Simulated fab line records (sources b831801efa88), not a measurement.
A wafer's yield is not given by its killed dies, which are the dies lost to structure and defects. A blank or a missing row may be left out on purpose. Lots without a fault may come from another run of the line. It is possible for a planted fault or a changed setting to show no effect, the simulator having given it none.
fab line records	flow sky130	part 1 of 2: steps 1 to 27 of 37
record lots=5	wafers=15	last-day=52
route steps=708 shown METAL1@447 VIA1@458 METAL2@483
lots that met no fault: from a run of the same line without faults
start-h: the number of hours between the record's first day and the start of the first shown wafer of the lot	wait-h: time in hours since the lot's previous step	" as in the row above	L1.1+2: one row covering several wafers at once	- either no value or no given start	* or withheld: withheld	< > ~ a bound
route shown NAME@n: a module of which the file shows steps, and the number in the route of the first	usual: mean and standard deviation over wafers with no fault	same: alike in all rows	chamber/n: place in a boat	sites: readings site by site	_std_site: how widely they spread, as a standard deviation	_edge_site: mean of outer sites minus mean of inner sites	radius-mm: how far each site lies from the wafer's centre	mask NAME#n: copy n	behind: the tool/chamber that last shaped the wafer	hold: why the lot went on hold/how many hours it stayed there/how the hold came to an end	device: whichever transistor did not switch (one of n, p or np)	end of line: the tests these same wafers got at the end of their route	for a step that has no rows: nothing shown but its recipe	killed: count of dies lost to structure and defects at first sort (not the wafer's yield)	map: a wafer's dies, marking killed ones x, the rest . and places with no die _
set.NAME: the setting the step ran with; set.NAME@STEP: the setting that earlier step ran with	model.NAME: the simulator's own value behind a step, which no gauge read
a table for each step, a row for each wafer; lots at some steps of the route
services: when a tool's chamber went out of use (start-h, in hours from the record's first day, below 0 if earlier), for how many hours, and the reason
## steps
# step SKY_METAL1_PEB_13
# recipe peb-temp-c=withheld	peb-time-s=withheld	resist=KrF-thick
lot.wafer	tool	chamber	start-h	wait-h
L075.2+3+6	litho-track-04	0	-	-
L085.1+4+5	litho-track-01	0	-	-
L095.1+2+3	litho-track-01	0	-	-
L097.2+5+6	litho-track-04	0	-	-
L096.3+5+6	litho-track-01	0	-	-
# step SKY_METAL1_DEVELOP_14
# recipe develop-time-s=60	resist=KrF-thick	dev-temp-c=21
lot.wafer	tool	chamber	start-h	wait-h
L075.2+3+6	litho-track-04	0	-	-
L085.1+4+5	litho-track-01	0	-	-
L095.1+2+3	litho-track-01	0	-	-
L097.2+5+6	litho-track-04	0	-	-
L096.3+5+6	litho-track-01	0	-	-
# step SKY_METAL1_CD_MEAS_15
# recipe target-cd-nm=140
# usual cd-nm=139.4/1.5
lot.wafer	tool	chamber	start-h	wait-h	cd-nm
L075.2	cd-sem-01	-	807.04	-	138.1
L075.3	"	-	"	"	136.8
L075.6	"	-	"	"	137.7
L085.1	cd-sem-02	-	833.35	-	139.3
L085.4	"	-	"	"	139.2
L085.5	"	-	"	"	139.5
L095.1	cd-sem-02	-	977.35	-	138.1
L095.2	"	-	"	"	138.5
L095.3	"	-	"	"	137.9
L097.2	cd-sem-02	-	978.54	-	142.0
L097.5	"	-	"	"	141.8
L097.6	"	-	"	"	140.8
L096.3	cd-sem-01	-	979.79	-	140.0
L096.5	"	-	"	"	140.9
L096.6	"	-	"	"	139.7
# step SKY_METAL1_OVL_MEAS_16
# usual METAL1_OVL=-1/7.3
lot.wafer	tool	chamber	start-h	wait-h	METAL1_OVL[nm]
L075.2	overlay-01	-	807.14	0.1	-13
L075.3	"	-	"	"	-7
L075.6	"	-	"	"	-5
L085.1	overlay-01	-	833.47	0.1	-10
L085.4	"	-	"	"	-12
L085.5	"	-	"	"	-9
L095.1	overlay-01	-	977.47	0.1	-4
L095.2	"	-	"	"	1
L095.3	"	-	"	"	-7
L097.2	overlay-01	-	978.65	0.1	-16
L097.5	"	-	"	"	2
L097.6	"	-	"	"	-10
L096.3	overlay-02	-	979.88	0.1	3
L096.5	"	-	"	"	-1
L096.6	"	-	"	"	2
# step SKY_METAL1_DESCUM_17
# recipe chemistry=O2	source-power-w=150	bias-power-w=0	pressure-mtorr=10	temp-c=40	time-s=8
# usual chamber-pressure-mTorr=10.000/0.011	drypump-motor-current-A=5.5/0.31	oes-product-au=1.002/0.015
lot.wafer	tool	chamber	start-h	wait-h	chamber-pressure-mTorr	drypump-motor-current-A	oes-product-au	rf-hours-counter-h
L075.2	rie-metal-01	1	807.17	0.0	10.004	5.3	1.034	5
L075.3	"	1	"	"	9.998	5.2	1.024	-
L075.6	"	1	"	"	9.990	5.3	1.026	-
L085.1	rie-metal-02	0	833.50	0.0	9.999	5.9	0.997	8
L085.4	"	0	"	"	10.008	5.9	0.983	-
L085.5	"	1	"	"	10.012	5.5	1.002	-
L095.1	rie-metal-02	0	977.50	0.0	9.994	5.9	0.981	15
L095.2	"	1	"	"	10.004	5.5	1.016	18
L095.3	"	0	"	"	10.001	5.9	0.989	-
L097.2	rie-metal-01	0	978.68	0.0	10.002	5.1	0.994	5
L097.5	"	0	"	"	10.014	5.1	0.991	-
L097.6	"	1	"	"	9.999	5.2	1.010	-
L096.3	rie-metal-01	0	979.91	0.0	9.999	5.1	1.003	-
L096.5	"	1	"	"	10.007	5.3	1.011	-
L096.6	"	0	"	"	10.025	5.0	1.009	-
# step SKY_METAL1_ETCH_18
# recipe chemistry=N2/H2	target=BARC	ion-energy-ev=200	bias-w=100	pressure-mtorr=30	n2-flow-sccm=100	h2-flow-sccm=200	icp-w=500	stop-on=SiO2	time-s=45.9	target-depth-a=600
# usual chamber-pressure-mTorr=29.997/0.028	drypump-motor-current-A=5.5/0.31	oes-product-au=0.854/0.0049	throttle-valve-pct=13.225/0.0094
lot.wafer	tool	chamber	start-h	wait-h	chamber-pressure-mTorr	drypump-motor-current-A	oes-product-au	rf-hours-counter-h	throttle-valve-pct
L075.2	rie-metal-01	1	807.21	0.0	29.995	5.2	0.857	5	13.235
L075.3	"	1	"	"	30.011	5.2	0.856	-	13.224
L075.6	"	1	"	"	29.979	5.2	0.847	-	13.229
L085.1	rie-metal-02	0	833.53	0.0	30.003	5.9	0.861	8	13.239
L085.4	"	0	"	"	29.986	5.9	0.848	-	13.215
L085.5	"	1	"	"	29.983	5.5	0.856	-	13.228
L095.1	rie-metal-02	0	977.53	0.0	30.050	5.9	0.849	15	13.227
L095.2	"	1	"	"	29.987	5.5	0.846	18	13.221
L095.3	"	0	"	"	30.000	5.9	0.845	-	13.235
L097.2	rie-metal-01	0	978.71	0.0	30.035	5.1	0.854	5	13.229
L097.5	"	0	"	"	30.043	5.1	0.853	-	13.213
L097.6	"	1	"	"	29.986	5.3	0.852	-	13.218
L096.3	rie-metal-01	0	979.95	0.0	30.023	5.1	0.852	-	13.215
L096.5	"	1	"	"	29.974	5.2	0.854	-	13.228
L096.6	"	0	"	"	30.010	5.1	0.849	-	13.207
# step SKY_METAL1_METAL_ETCH_19
# recipe target-depth-a=3600	stop-on=SiO2	over-etch-frac=0.3	time-s=78	chemistry=Cl2/BCl3	resist-sidewall-deg=88	pressure-mtorr=10	icp-w=900	bias-w=48.5	Cl2_flow_sccm=60	bcl3-flow-sccm=30
# usual chamber-pressure-mTorr=10.001/0.0085	drypump-motor-current-A=5.5/0.31	oes-product-au=0.853/0.0063	throttle-valve-pct=22.265/0.0094
lot.wafer	tool	chamber	start-h	wait-h	chamber-pressure-mTorr	drypump-motor-current-A	oes-product-au	rf-hours-counter-h	throttle-valve-pct
L075.2	rie-metal-01	1	807.27	0.0	10.008	5.2	0.852	5	22.279
L075.3	"	1	"	"	10.002	5.2	0.861	-	22.250
L075.6	"	1	"	"	10.002	5.2	0.852	-	22.273
L085.1	rie-metal-02	0	833.60	0.0	10.001	5.9	0.855	8	22.266
L085.4	"	0	"	"	9.988	5.9	0.853	-	22.253
L085.5	"	1	"	"	10.016	5.5	0.849	-	22.274
L095.1	rie-metal-02	0	977.60	0.0	10.018	5.9	0.849	15	22.284
L095.2	"	1	"	"	10.007	5.5	0.850	18	22.254
L095.3	"	0	"	"	9.998	5.9	0.847	-	22.272
L097.2	rie-metal-01	0	978.77	0.0	10.018	5.1	0.843	5	22.259
L097.5	"	0	"	"	10.000	5.1	0.843	-	22.256
L097.6	"	1	"	"	9.996	5.3	0.867	-	22.279
L096.3	rie-metal-01	0	980.03	0.1	10.006	5.1	0.847	-	22.264
L096.5	"	1	"	"	10.011	5.2	0.861	-	22.256
L096.6	"	0	"	"	9.994	5.1	0.851	-	22.249
# step SKY_METAL1_STRIP_20
# recipe chemistry=O2/N2	power-w=1400	pressure-mtorr=1500	platen-temp-c=withheld	o2-flow-sccm=3000	n2-flow-sccm=300	overash-fraction=0.5
# usual chamber-pressure-mTorr=1499.8/1.4	drypump-motor-current-A=5.62/0.27	oes-product-au=0.343/0.0053	strip-time-to-endpoint-s=2.69/0.072
lot.wafer	tool	chamber	start-h	wait-h	chamber-pressure-mTorr	drypump-motor-current-A	oes-product-au	rf-hours-counter-h	strip-time-to-endpoint-s
L075.2	plasma-asher-03	1	807.36	0.1	1499.3	5.17	0.339	91	2.57
L075.3	"	1	"	"	1500.1	5.16	0.340	-	2.55
L075.6	"	1	"	"	1499.8	5.14	0.337	-	2.58
L085.1	plasma-asher-02	0	833.69	0.1	1499.6	5.80	0.357	10	2.73
L085.4	"	0	"	"	1501.1	5.80	0.355	-	2.73
L085.5	"	1	"	"	1500.7	5.79	0.344	-	2.67
L095.1	plasma-asher-02	1	977.69	0.1	1500.9	5.79	0.345	25	2.74
L095.2	"	0	"	"	1500.0	5.80	0.348	25	2.62
L095.3	"	1	"	"	1499.3	5.77	0.336	-	2.74
L097.2	plasma-asher-03	1	978.86	0.1	1500.0	5.14	0.342	106	2.64
L097.5	"	0	"	"	1497.4	5.44	0.336	-	2.65
L097.6	"	1	"	"	1499.6	5.13	0.336	-	2.58
L096.3	plasma-asher-03	0	980.12	0.1	1501.6	5.46	0.346	-	2.64
L096.5	"	0	"	"	1497.4	5.46	0.335	-	2.58
L096.6	"	1	"	"	1499.7	5.16	0.340	-	2.65
# step SKY_METAL1_STRIP_21
# recipe chemistry=post-etch-residue-remover	time-s=1200	temp-c=72.5
lot.wafer	tool	chamber	start-h	wait-h
L075.2+3+6	wet-bench-03	3	807.46	0.1
L085.1+4+5	wet-bench-03	2	833.79	0.1
L095.1+2+3	wet-bench-01	0	977.79	0.1
L097.2+5+6	wet-bench-02	3	978.96	0.1
L096.3+5+6	wet-bench-02	3	980.19	0.0
# step SKY_METAL1_CLEAN_22
# recipe chemistry=IPA	time-s=180	temp-c=25
lot.wafer	tool	chamber	start-h	wait-h
L075.2+3+6	wet-bench-01	1	807.80	0.0
L085.1+4+5	wet-bench-01	1	834.13	0.0
L095.1+2+3	wet-bench-03	1	978.13	0.0
L097.2+5+6	wet-bench-01	1	979.30	0.0
L096.3+5+6	wet-bench-01	1	980.53	0.0
# step SKY_METAL1_CLEAN_23
# recipe chemistry=O3/DIW	dry=n2-spin
lot.wafer	tool	chamber	start-h	wait-h
L075.2+3+6	wet-bench-02	3	807.86	0.0
L085.1+4+5	wet-bench-02	0	834.19	0.0
L095.1+2+3	wet-bench-01	0	978.19	0.0
L097.2+5+6	wet-bench-03	1	979.36	0.0
L096.3+5+6	wet-bench-03	2	980.59	0.0
# step SKY_VIA1_HDPCVD_00
# recipe material=SiO2	target-thk-nm=1030	sigma-open-frac=0.3	time-s=171.7	temp-c=400	sih4-flow-sccm=60	pressure-mtorr=6
lot.wafer	tool	chamber	start-h	wait-h
L075.2+3+6	hdpcvd-02	1,0,2	807.95	0.0
L085.1+4+5	hdpcvd-01	2,2,1	834.28	0.0
L095.1+2+3	hdpcvd-01	1,2,0	978.28	0.0
L097.2+5+6	hdpcvd-01	2,2,0	979.45	0.0
L096.3+5+6	hdpcvd-01	1,2,1	980.68	0.0
# step SKY_VIA1_THK_MEAS_01
# recipe reads=SiO2_of_VIA1_HDPCVD_00
# usual VIA1_HDPCVD_THK=1031/12
lot.wafer	tool	chamber	start-h	wait-h	VIA1_HDPCVD_THK[nm]
L075.2	film-metro-02	-	808.07	0.1	1037
L075.3	"	-	"	"	1009
L075.6	"	-	"	"	1026
L085.1	film-metro-03	-	834.39	0.1	1041
L085.4	"	-	"	"	1030
L085.5	"	-	"	"	1038
L095.1	film-metro-04	-	978.39	0.1	1044
L095.2	"	-	"	"	1054
L095.3	"	-	"	"	1033
L097.2	film-metro-02	-	979.57	0.1	1035
L097.5	"	-	"	"	1041
L097.6	"	-	"	"	1021
L096.3	film-metro-04	-	980.81	0.1	1024
L096.5	"	-	"	"	1042
L096.6	"	-	"	"	1031
# step SKY_VIA1_CMP_02
# recipe material=SiO2	down-force-psi=4	platen-rpm=60	pad-velocity-m-s=0.94248
# usual motor-current-A=12.4/1	retaining-ring-pressure-frac=1.000/0.0055
lot.wafer	tool	chamber	start-h	wait-h	motor-current-A	retaining-ring-pressure-frac
L075.3	cmp-01	3	808.17	0.1	12.2	1.008
L075.2	"	0	"	"	14.1	0.996
L075.6	"	2	"	"	14.2	0.998
L085.4	cmp-01	2	834.55	0.1	13.5	0.993
L085.1	"	3	"	"	12.3	0.997
L085.5	"	0	"	"	13.0	1.000
L095.1	cmp-02	1	978.50	0.1	12.0	0.999
L095.3	"	2	"	"	13.2	0.990
L095.2	"	3	"	"	13.1	1.002
L097.2	cmp-01	0	979.72	0.1	13.1	0.995
L097.6	"	2	"	"	13.3	0.997
L097.5	"	3	"	"	11.8	1.001
L096.3	cmp-02	1	980.95	0.1	12.2	0.997
L096.5	"	3	"	"	12.3	0.998
L096.6	"	0	"	"	11.3	1.004
# step SKY_VIA1_BOW_MEAS_03
# recipe mode=bow
# usual VIA1_BOW=80/7
lot.wafer	tool	chamber	start-h	wait-h	VIA1_BOW[um]
L075.2	film-metro-04	-	808.44	0.2	69
L075.3	"	-	"	"	76
L075.6	"	-	"	"	77
L085.1	film-metro-03	-	834.75	0.1	73
L085.4	"	-	"	"	83
L085.5	"	-	"	"	78
L095.1	film-metro-02	-	978.75	0.2	64
L095.2	"	-	"	"	71
L095.3	"	-	"	"	78
L097.2	film-metro-02	-	979.94	0.2	83
L097.5	"	-	"	"	76
L097.6	"	-	"	"	91
L096.3	film-metro-02	-	981.19	0.2	86
L096.5	"	-	"	"	86
L096.6	"	-	"	"	83
# step SKY_VIA1_DEHYDRATE_04
# recipe temp-c=200	time-s=60
lot.wafer	tool	chamber	start-h	wait-h
L075.2+3+6	litho-track-04	0	821.49	13.0
L085.1+4+5	litho-track-04	0	847.97	13.2
L095.1+2+3	litho-track-04	0	991.42	12.6
L097.2+5+6	litho-track-01	0	992.97	13.0
L096.3+5+6	litho-track-01	0	993.80	12.6
# step SKY_VIA1_HMDS_05
# recipe prime-time-s=60	prime-temp-c=120
lot.wafer	tool	chamber	start-h	wait-h
L075.2+3+6	litho-track-04	0	821.64	0.1
L085.1+4+5	litho-track-04	0	848.12	0.1
L095.1+2+3	litho-track-04	0	991.57	0.1
L097.2+5+6	litho-track-01	0	993.12	0.1
L096.3+5+6	litho-track-01	0	993.95	0.1
# step SKY_VIA1_COAT_06
# recipe resist=BARC	temp-c=withheld	time-s=withheld	spin-rpm=3000	resist-thk-nm=60
lot.wafer	tool	chamber	start-h	wait-h
L075.2+3+6	litho-track-04	0	821.79	0.1
L085.1+4+5	litho-track-04	0	848.27	0.1
L095.1+2+3	litho-track-04	0	991.72	0.1
L097.2+5+6	litho-track-01	0	993.27	0.1
L096.3+5+6	litho-track-01	0	994.10	0.1
# step SKY_VIA1_COAT_07
# recipe resist=KrF-thick	spin-rpm=3000	resist-thk-nm=450
lot.wafer	tool	chamber	start-h	wait-h
L075.2+3+6	litho-track-04	0	-	-
L085.1+4+5	litho-track-04	0	-	-
L095.1+2+3	litho-track-04	0	-	-
L097.2+5+6	litho-track-01	0	-	-
L096.3+5+6	litho-track-01	0	-	-
# step SKY_VIA1_SOFTBAKE_08
# recipe temp-c=100	time-s=90	resist=KrF-thick
lot.wafer	tool	chamber	start-h	wait-h
L075.2+3+6	litho-track-04	0	-	-
L085.1+4+5	litho-track-04	0	-	-
L095.1+2+3	litho-track-04	0	-	-
L097.2+5+6	litho-track-01	0	-	-
L096.3+5+6	litho-track-01	0	-	-
# step SKY_VIA1_EXPOSE_09
# recipe mask-id=VIM	na=0.8	source-shape=annular	sigma-inner=0.55	sigma-outer=0.85	target-cd-nm=150	dose-mj=38
# usual reticle-temp-C=22.99/0.12
lot.wafer	tool	chamber	start-h	wait-h	mask	reticle-temp-C
L075.2	krf-scanner-01	0	-	-	VIM#0	22.91
L075.3	"	0	"	"	VIM#0	22.96
L075.6	"	0	"	"	VIM#0	22.91
L085.1	krf-scanner-01	0	-	-	VIM#0	23.09
L085.4	"	0	"	"	VIM#0	22.97
L085.5	"	0	"	"	VIM#0	22.96
L095.1	krf-scanner-01	0	-	-	VIM#0	22.78
L095.2	"	0	"	"	VIM#0	23.03
L095.3	"	0	"	"	VIM#0	22.97
L097.2	krf-scanner-02	0	-	-	VIM#0	22.96
L097.5	"	0	"	"	VIM#0	22.90
L097.6	"	0	"	"	VIM#0	22.88
L096.3	krf-scanner-02	0	-	-	VIM#0	22.95
L096.5	"	0	"	"	VIM#0	23.15
L096.6	"	0	"	"	VIM#0	23.05
# step SKY_VIA1_PEB_10
# recipe peb-temp-c=withheld	peb-time-s=withheld	resist=KrF-thick
lot.wafer	tool	chamber	start-h	wait-h
L075.2+3+6	litho-track-01	0	-	-
L085.1+4+5	litho-track-01	0	-	-
L095.1+2+3	litho-track-01	0	-	-
L097.2+5+6	litho-track-04	0	-	-
L096.3+5+6	litho-track-01	0	-	-
# step SKY_VIA1_DEVELOP_11
# recipe develop-time-s=60	resist=KrF-thick	dev-temp-c=21
lot.wafer	tool	chamber	start-h	wait-h
L075.2+3+6	litho-track-01	0	-	-
L085.1+4+5	litho-track-01	0	-	-
L095.1+2+3	litho-track-01	0	-	-
L097.2+5+6	litho-track-04	0	-	-
L096.3+5+6	litho-track-01	0	-	-
# step SKY_VIA1_CD_MEAS_12
# recipe target-cd-nm=150
# usual cd-nm=150.0/1.7
lot.wafer	tool	chamber	start-h	wait-h	cd-nm
L075.2	cd-sem-01	-	834.92	-	150.0
L075.3	"	-	"	"	150.8
L075.6	"	-	"	"	150.7
L085.1	cd-sem-01	-	861.95	-	151.8
L085.4	"	-	"	"	151.0
L085.5	"	-	"	"	149.9
L095.1	cd-sem-02	-	1004.35	-	148.5
L095.2	"	-	"	"	149.5
L095.3	"	-	"	"	148.0
L097.2	cd-sem-02	-	1005.64	-	150.4
L097.5	"	-	"	"	148.1
L097.6	"	-	"	"	149.6
L096.3	cd-sem-02	-	1006.54	-	148.9
L096.5	"	-	"	"	148.2
L096.6	"	-	"	"	147.5
# step SKY_VIA1_OVL_MEAS_13
# usual VIA1_OVL=-5/5.2
lot.wafer	tool	chamber	start-h	wait-h	VIA1_OVL[nm]
L075.2	overlay-01	-	835.02	0.1	-1
L075.3	"	-	"	"	2
L075.6	"	-	"	"	-2
L085.1	overlay-01	-	862.07	0.1	6
L085.4	"	-	"	"	3
L085.5	"	-	"	"	2
L095.1	overlay-01	-	1004.47	0.1	-9
L095.2	"	-	"	"	-13
L095.3	"	-	"	"	-9
L097.2	overlay-02	-	1005.75	0.1	-1
L097.5	"	-	"	"	-9
L097.6	"	-	"	"	-1
L096.3	overlay-01	-	1006.63	0.1	-3
L096.5	"	-	"	"	-6
L096.6	"	-	"	"	-7
# step SKY_VIA1_ETCH_14
# recipe chemistry=N2/H2	target=BARC	ion-energy-ev=200	source-w=500	bias-w=100	pressure-mtorr=30	n2-flow-sccm=100	h2-flow-sccm=200	stop-on=SiO2	time-s=45.9	target-depth-a=600
# usual chamber-pressure-mTorr=29.997/0.028	drypump-motor-current-A=5.7/0.67	oes-product-au=0.855/0.0047	throttle-valve-pct=13.224/0.0087
lot.wafer	tool	chamber	start-h	wait-h	chamber-pressure-mTorr	drypump-motor-current-A	oes-product-au	rf-hours-counter-h	throttle-valve-pct
L075.2	rie-diel-03	3	835.05	0.0	29.964	6.3	0.858	22	13.210
L075.3	"	2	"	"	29.984	4.9	0.849	8	13.215
L075.6	"	2	"	"	30.007	4.9	0.858	-	13.218
L085.1	rie-diel-02	0	862.10	0.0	30.025	5.1	0.855	15	13.225
L085.4	"	2	"	"	29.991	4.8	0.859	9	13.225
L085.5	"	0	"	"	30.007	5.1	0.845	-	13.217
L095.1	rie-diel-04	0	1004.50	0.0	30.034	5.7	0.855	3	13.235
L095.2	"	3	"	"	29.996	6.1	0.858	12	13.233
L095.3	"	2	"	"	29.998	6.6	0.857	4	13.233
L097.2	rie-diel-04	2	1005.78	0.0	30.030	6.6	0.849	4	13.222
L097.5	"	0	"	"	29.980	5.7	0.847	-	13.235
L097.6	"	1	"	"	29.990	6.7	0.846	-	13.218
L096.3	rie-diel-02	2	1006.65	0.0	30.021	4.8	0.854	13	13.228
L096.5	"	2	"	"	29.969	4.8	0.849	-	13.213
L096.6	"	1	"	"	29.960	5.3	0.854	-	13.227
# step SKY_VIA1_ETCH_15
# recipe target=SiO2	chemistry=C4F8/O2/Ar	target-depth-nm=351	stop-on=TiN	mask-material=KrF-thick	source-w=1500	bias-w=1200	pressure-mtorr=40	c4f8-flow-sccm=withheld	O2_flow_sccm=6	Ar_flow_sccm=300	time-s=54
# usual chamber-pressure-mTorr=40.00/0.036	oes-product-au=0.979/0.0076
lot.wafer	tool	chamber	start-h	wait-h	chamber-pressure-mTorr	oes-product-au	rf-hours-counter-h
L075.2	rie-diel-03	3	835.09	0.0	39.95	0.980	22
L075.3	"	2	"	"	40.05	0.978	8
L075.6	"	2	"	"	40.03	0.976	-
L085.1	rie-diel-02	0	862.14	0.0	39.95	0.981	15
L085.4	"	2	"	"	40.00	0.978	9
L085.5	"	0	"	"	40.02	0.984	-
L095.1	rie-diel-04	0	1004.54	0.0	40.03	0.985	3
L095.2	"	3	"	"	40.05	0.970	12
L095.3	"	2	"	"	39.99	0.980	4
L097.2	rie-diel-04	2	1005.82	0.0	39.98	0.984	4
L097.5	"	0	"	"	40.01	0.975	-
L097.6	"	1	"	"	40.05	0.987	-
L096.3	rie-diel-02	2	1006.69	0.0	40.03	0.983	13
L096.5	"	2	"	"	39.99	0.982	-
L096.6	"	1	"	"	39.96	0.986	-
